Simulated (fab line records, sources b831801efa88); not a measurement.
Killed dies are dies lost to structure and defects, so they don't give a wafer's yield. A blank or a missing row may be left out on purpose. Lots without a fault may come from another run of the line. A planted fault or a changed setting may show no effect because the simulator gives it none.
Problem report in the 8D (eight disciplines) form, filled by code | flow sky130 | the parts of the form that need people (team, actions taken, sign-off) are left out

1. THE PROBLEM
cd_nm at SKY_SD_N_CD_MEAS_07 reads a mean of 397.5 nm on 3 wafers of 2 lots; wafers without a fault read 380.0 nm with a standard deviation of 2.6. That is +6.7 standard deviations from the usual mean.
The step: target cd 380 nm.
First seen on wafer L252.6, day 33 19:24, on cd_sem-02. The record holds 33 wafers of 11 lots with a number at this step. Rule for "out", or "out of limits": more than 4 standard deviations from the usual mean. The other wafers with a number count as sound.

2. WHAT IT IS AND WHAT IT IS NOT
question                    | is                     | is not
which readings at this step | cd_nm                  | -
which lots                  | L252, L253             | L236, L237, L238, L239, L241, L242, L243, L244, L254
which wafers of those lots  | L252.6, L253.4, L253.6 | L252.3, L252.5, L253.5
read on which gauges        | cd_sem-01, cd_sem-02   | -
when                        | from day 33 19:24      | up to then (26 sound wafers); but 4 sound wafers of L253, L254 came after

3. SUSPECTS, AND WHAT RULES EACH OUT
Counting: a tool at a process step up to the reading stays a suspect if it ran every lot that is out. Sound lots after the first of them don't rule it out here, since some wafers of a struck lot are sound.
- the gauge at SKY_SD_N_CD_MEAS_07: ruled out. The wafers that are out were read on 2 gauges (cd_sem-01, cd_sem-02).
- plasma_asher-04 at SKY_LDD_HVP_STRIP_09 (strips in O2/N2): kept. It ran every lot that is out, first L252 (day 27 22:10); its last sound lot up to then is L244 (day 26 08:41).
- litho_track-03 at SKY_SD_N_COAT_02 (resist thk 1140 nm): kept. It ran every lot that is out, first L252 (day 33 05:23); its last sound lot up to then is L241 (day 30 05:21).
Left after counting: plasma_asher-04 at SKY_LDD_HVP_STRIP_09, litho_track-03 at SKY_SD_N_COAT_02.

4. THE CAUSE (what the simulator had put in)
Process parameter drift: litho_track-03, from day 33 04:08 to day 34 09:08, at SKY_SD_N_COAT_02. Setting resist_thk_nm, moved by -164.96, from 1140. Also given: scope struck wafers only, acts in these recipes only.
Counting left 2 suspects, and this tool is among them.

5. THE CHAIN OF EFFECTS, in route order
Each row: a reading whose mean over the struck wafers that have a number lies more than 3 standard deviations from the usual. Only readings for which the record gives a usual standard deviation are gone through. hours: the time from each lot's start at the first step in this table that gives one to its start at this step, as a median over the lots. sigmas: the change in usual standard deviations.
hours | step                | reading                  | usual      | on struck wafers | change | sigmas
0     | SKY_SD_N_CD_MEAS_07 | cd_nm                    | 380.0 nm   | 397.5            | +17.5  | +6.7
0     | SKY_SD_N_STRIP_11   | oes_product_au           | 0.527 a.u. | 0.508            | -0.019 | -3.9
0     | SKY_SD_N_STRIP_11   | strip_time_to_endpoint_s | 22.55 s    | 20.66            | -1.89  | -47
The process steps in it:
- SKY_SD_N_STRIP_11: strips in O2/N2.

6. WHAT WOULD HAVE CAUGHT IT SOONER
In this record the first reading out of limits at a measuring or inspecting step was taken at day 33 19:24, 15 hours after the fault began at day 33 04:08.
Of the tool readings at SKY_SD_N_COAT_02 for which the record gives a usual standard deviation, none was out on any struck wafer, so an alarm limit of 4 standard deviations on them would not have fired.
Of the lots that are out (2), L253 began SKY_SD_N_COAT_02 on litho_track-03 after day 33 19:24. A hold on the tool at that time would have spared it.
